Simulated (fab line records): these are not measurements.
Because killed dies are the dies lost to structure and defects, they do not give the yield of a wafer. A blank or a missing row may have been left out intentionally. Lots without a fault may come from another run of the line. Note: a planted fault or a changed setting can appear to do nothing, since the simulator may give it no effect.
What tool caused it? | flow sky130 | 11 lots with 31 wafers sampled at 4 steps, on a route of 708 steps

WHAT EACH GAUGE READ, for each wafer
SKY_VIA2_RS_MEAS_22: the measuring method here is four-point-probe.
lot  | measured     | on            | VIA2_W_RS (ohm/sq)
L638 | day 35 21:34 | film_metro-01 | 0.274 0.272 0.275
L642 | day 37 13:08 | film_metro-01 | 0.278 0.278 0.275
L644 | day 38 11:30 | film_metro-03 | 0.274 0.276 0.268
L645 | day 38 17:35 | film_metro-03 | 0.270 0.269 0.264
L646 | day 38 23:40 | film_metro-01 | 0.265 0.272 0.272
L648 | day 39 16:11 | film_metro-03 | 0.274 0.409 0.274 0.409
L651 | day 40 10:14 | film_metro-01 | 0.271 0.272 0.272
L652 | day 40 11:26 | film_metro-03 | 0.274 0.410 0.274 0.409
L658 | day 42 21:37 | film_metro-03 | 0.268 0.275 0.271
L660 | day 43 06:11 | film_metro-04 | 0.272 0.270 0.272
L661 | day 43 08:26 | film_metro-03 | 0.273 0.262 0.263

EACH LOT AND THE TOOL THAT RAN IT (in order: tool; ch and the chambers of the sampled wafers; start)
lot  | SKY_METAL2_SPUTTER_00        | SKY_METAL2_SPUTTER_02        | SKY_VIA2_CVD_21
L638 | pvd_sputter-02, day 33 13:40 | pvd_sputter-02, day 33 13:43 | cvd_w-02 ch 0,1, day 35 21:26
L642 | pvd_sputter-03, day 35 07:38 | pvd_sputter-03, day 35 07:41 | cvd_w-02 ch 0,1, day 37 13:00
L644 | pvd_sputter-01, day 36 05:06 | pvd_sputter-01, day 36 05:09 | cvd_w-01 ch 0,1, day 38 11:22
L645 | pvd_sputter-03, day 36 12:15 | pvd_sputter-03, day 36 12:18 | cvd_w-01 ch 0,1, day 38 17:26
L646 | pvd_sputter-02, day 36 18:44 | pvd_sputter-02, day 36 18:46 | cvd_w-01 ch 0,1, day 38 23:32
L648 | pvd_sputter-02, day 37 10:05 | pvd_sputter-02, day 37 10:08 | cvd_w-01 ch 0,1, day 39 16:02
L651 | pvd_sputter-02, day 38 05:16 | pvd_sputter-02, day 38 05:18 | cvd_w-02 ch 0, day 40 10:05
L652 | pvd_sputter-01, day 38 07:28 | pvd_sputter-01, day 38 07:31 | cvd_w-01 ch 0,1, day 40 11:17
L658 | pvd_sputter-02, day 40 19:13 | pvd_sputter-02, day 40 19:15 | cvd_w-02 ch 0,1, day 42 21:29
L660 | pvd_sputter-03, day 41 02:26 | pvd_sputter-03, day 41 02:29 | cvd_w-02 ch 0,1, day 43 06:02
L661 | pvd_sputter-03, day 41 07:16 | pvd_sputter-03, day 41 07:19 | cvd_w-01 ch 0,1, day 43 08:17
- SKY_METAL2_SPUTTER_00: material Ti, target thk 15 nm, time 10 s.
- SKY_METAL2_SPUTTER_02: material AlCu, target thk 250 nm, time 13.3 s.
- SKY_VIA2_CVD_21: deposits W, target thk 420 nm, time 126.4 s.

THE ANSWER, worked out from the rows above alone
Rule: the lots themselves supply what counts as usual. Put in order of their means at a reading, lots are off if they are a third of the lots or fewer, leave a main group of 4 or more, and stand apart from it by a gap of 3 or more times the standard deviation of the main group's means; of several such gaps the widest counts. The tables above print the reading to a certain number of digits; a main group whose means all agree to those digits is not used. A lot without any number at a reading at which 4 lots or more have one is off too. Any other lot the step has rows for is counted as sound.
Off: at SKY_VIA2_RS_MEAS_22 (VIA2_W_RS), L648, L652. The main group has a mean of 0.271 ohm/sq with a standard deviation of 0.0031.
If a tool, at a process step before that reading, ran all the lots that are off and no sound lot after the first of them, it fits. Those tools and the gauges at SKY_VIA2_RS_MEAS_22 are tried in the same way. Not one of the candidates tried fits.

WHAT THE SIMULATOR HAD PUT IN
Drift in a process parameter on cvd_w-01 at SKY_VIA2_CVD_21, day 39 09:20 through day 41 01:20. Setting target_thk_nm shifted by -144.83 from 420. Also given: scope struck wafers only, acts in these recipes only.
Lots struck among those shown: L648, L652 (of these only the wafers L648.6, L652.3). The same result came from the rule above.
